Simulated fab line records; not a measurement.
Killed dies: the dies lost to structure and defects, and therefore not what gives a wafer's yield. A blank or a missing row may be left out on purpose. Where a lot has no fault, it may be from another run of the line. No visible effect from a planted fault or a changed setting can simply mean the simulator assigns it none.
The tool behind it: which one? :: flow gf180mcu :: 21 wafers sampled from 7 lots at 1 step of a route of 602

WHAT THE GAUGES SHOWED, per wafer
GF_MVPSD_TW_MEAS_11.
lot: L854
measured: day 5 10:53
on: film_metro-04
MVPSD_TW: 560 557 559

lot: L857
measured: day 6 01:19
on: film_metro-01
MVPSD_TW: 548 553 550

lot: L864
measured: day 7 19:44
on: film_metro-01
MVPSD_TW: 547 548 550

lot: L866
measured: day 8 21:45
on: film_metro-04
MVPSD_TW: 560 561 561

lot: L868
measured: day 9 03:47
on: film_metro-01
MVPSD_TW: 548 552 548

lot: L871
measured: day 9 14:42
on: film_metro-04
MVPSD_TW: 558 553 556

lot: L874
measured: day 10 20:57
on: film_metro-02
MVPSD_TW: 546 549 548

WHICH TOOL RAN EACH LOT (tool, then ch and the chambers of the sampled wafers, then the start)
The record holds no process step before these readings.

THE ANSWER, worked out from the rows above alone
Rule: the lots themselves supply what counts as usual. The widest of any qualifying gaps counts: lots, ordered by their means at a reading, are off when they make up no more than a third of the lots, leave a main group of 4 or more, and stand apart from it by 3 or more times the standard deviation of that group's means. A main group is skipped when, at the precision printed for the reading in the tables above, its means are all equal. A lot without any number at a reading at which 4 lots or more have one is off too. The other lots that the step has rows for count as sound.
None of the lots is off at any reading shown; this tells nothing.

WHAT THE SIMULATOR HAD INSERTED
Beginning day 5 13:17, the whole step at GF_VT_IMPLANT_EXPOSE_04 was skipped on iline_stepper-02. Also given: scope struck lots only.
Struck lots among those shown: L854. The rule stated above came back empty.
